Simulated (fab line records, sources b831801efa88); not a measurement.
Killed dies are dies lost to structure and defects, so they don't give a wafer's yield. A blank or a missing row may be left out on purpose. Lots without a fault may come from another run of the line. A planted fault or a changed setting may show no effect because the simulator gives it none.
Which tool did it? | flow gf180mcu | 14 lots, 40 wafers sampled, at 3 steps of a route of 602

WHAT THE GAUGES READ, wafer by wafer
GF_VT_IMPLANT_OVL_MEAS_40.
lot  | measured     | on         | VT_IMPLANT_03_OVL (nm)
L548 | day 8 01:58  | overlay-01 | -3.4 -0.5 -1.2
L550 | day 8 14:22  | overlay-02 | -1.1 -1.0 -2.2
L551 | day 8 21:13  | overlay-01 | 1.7 2.6 1.9
L552 | day 9 02:41  | overlay-01 | -0.4 0.1 -0.4
L553 | day 9 08:02  | overlay-01 | 0.5 -0.7 0.2
L554 | day 10 02:58 | overlay-01 | -1.4 -1.9 -1.8
L555 | day 10 14:34 | overlay-01 | -1.2 -0.1
L556 | day 10 19:14 | overlay-02 | 0.9 -0.3
L564 | day 12 13:56 | overlay-02 | -0.5 -2.0 -1.9
L565 | day 12 19:16 | overlay-01 | -2.3 -1.5 -0.9
L566 | day 13 05:40 | overlay-02 | -1.4 1.7 1.4
L567 | day 13 11:04 | overlay-02 | 1.7 2.2 1.8
L568 | day 13 20:38 | overlay-01 | -2.7 0.2 -0.1
L569 | day 14 02:44 | overlay-01 | -3.8 -0.9 -4.6

GF_V2_THK_MEAS_25: measures by xrf.
lot  | measured     | on            | V2_W_THK (nm)
L548 | day 21 01:13 | film_metro-03 | 340 350 349
L550 | day 21 19:43 | film_metro-04 | 347 342 342
L551 | day 22 04:31 | film_metro-01 | 337 344 345
L552 | day 22 15:28 | film_metro-01 | 342 341 342
L553 | day 23 00:54 | film_metro-03 | 346 344 354
L554 | day 23 17:26 | film_metro-04 | 340 333 337
L555 | day 24 14:22 | film_metro-03 | 347 347
L556 | day 24 16:28 | film_metro-04 | 348 342
L564 | day 26 15:46 | film_metro-04 | 336 337 334
L565 | day 26 22:17 | film_metro-04 | 336 343 339
L566 | day 27 05:05 | film_metro-01 | 342 343 338
L567 | day 27 13:44 | film_metro-01 | 341 344 344
L568 | day 27 21:47 | film_metro-03 | 348 344 348
L569 | day 28 02:11 | film_metro-03 | 343 344 345

WHICH TOOL RAN EACH LOT (tool, then ch and the chambers of the sampled wafers, then the start)
lot  | GF_POLY_GATE_ETCH_13
L548 | rie_si-01 ch 0,1,2, day 9 17:46
L550 | rie_si-02 ch 0,1,2, day 10 08:47
L551 | rie_si-02 ch 1,3, day 10 14:10
L552 | rie_si-01 ch 0,3, day 10 23:28
L553 | rie_si-01 ch 0,1,3, day 11 03:26
L554 | rie_si-01 ch 2,3, day 11 21:58
L555 | rie_si-01 ch 2,3, day 12 12:38
L556 | rie_si-01 ch 0,2, day 12 17:13
L564 | rie_si-02 ch 2,3, day 14 15:24
L565 | rie_si-02 ch 1,3, day 14 20:30
L566 | rie_si-01 ch 0,2,3, day 15 06:16
L567 | rie_si-01 ch 0,1,2, day 15 13:31
L568 | rie_si-02 ch 1,2, day 15 22:34
L569 | rie_si-02 ch 1,2,3, day 16 04:37
- GF_POLY_GATE_ETCH_13: etches poly-Si in HBr/Cl2, stops on SiO2, target depth 198.5 nm, time 69.6 s.

WHAT THE TOOLS THEMSELVES READ (means of the sampled wafers that have a number; where no wafer has one, the mark that the record gives instead)
GF_POLY_GATE_ETCH_13.
lot  | tool      | bias_w (W) | drypump_motor_current_A (A) | oes_product_au (a.u.) | throttle_valve_pct (%)
L548 | rie_si-01 | 99.8       | 5.7                         | 0.989                 | 33.686
L550 | rie_si-02 | 100.1      | 6.0                         | 0.998                 | 33.684
L551 | rie_si-02 | 100.4      | 5.9                         | 0.998                 | 33.674
L552 | rie_si-01 | 99.7       | 5.5                         | 0.989                 | 33.691
L553 | rie_si-01 | 99.8       | 5.9                         | 0.995                 | 33.692
L554 | rie_si-01 | 100.0      | 5.6                         | 0.892                 | 33.676
L555 | rie_si-01 | 99.8       | 5.5                         | 0.901                 | 33.687
L556 | rie_si-01 | 100.7      | 5.2                         | 0.904                 | 33.688
L564 | rie_si-02 | 100.2      | 5.7                         | 0.990                 | 33.687
L565 | rie_si-02 | 100.1      | 5.9                         | 0.988                 | 33.683
L566 | rie_si-01 | 99.9       | 5.4                         | 0.991                 | 33.684
L567 | rie_si-01 | 99.9       | 5.7                         | 0.991                 | 33.692
L568 | rie_si-02 | 100.1      | 6.0                         | 1.000                 | 33.688
L569 | rie_si-02 | 99.7       | 5.8                         | 0.983                 | 33.683

THE ANSWER, worked out from the rows above alone
Rule: what is usual is taken from the lots themselves. Put in order of their means at a reading, lots are off if they are a third of the lots or fewer, leave a main group of 4 or more, and stand apart from it by a gap of 3 or more times the standard deviation of the main group's means; of several such gaps the widest counts. A main group whose means are all the same, to the digits that the tables above print for the reading, isn't used. A lot without any number at a reading at which 4 lots or more have one is off too. The other lots that the step has rows for count as sound. The gauges are gone through in route order, then the tools' own readings, and for those a lot's mean is taken as printed above. The first step at which some lot is off is used, and at that step the reading that is off furthest; a lot without a number counts as furthest.
Off: L554, L555, L556, at GF_POLY_GATE_ETCH_13 (oes_product_au). The main group: mean 0.992 a.u., standard deviation 0.0049.
A tool fits if, at that step or a process step before it, it ran every lot that is off, and no sound lot after the first of them. None of those tried fits.

WHAT THE SIMULATOR HAD PUT IN
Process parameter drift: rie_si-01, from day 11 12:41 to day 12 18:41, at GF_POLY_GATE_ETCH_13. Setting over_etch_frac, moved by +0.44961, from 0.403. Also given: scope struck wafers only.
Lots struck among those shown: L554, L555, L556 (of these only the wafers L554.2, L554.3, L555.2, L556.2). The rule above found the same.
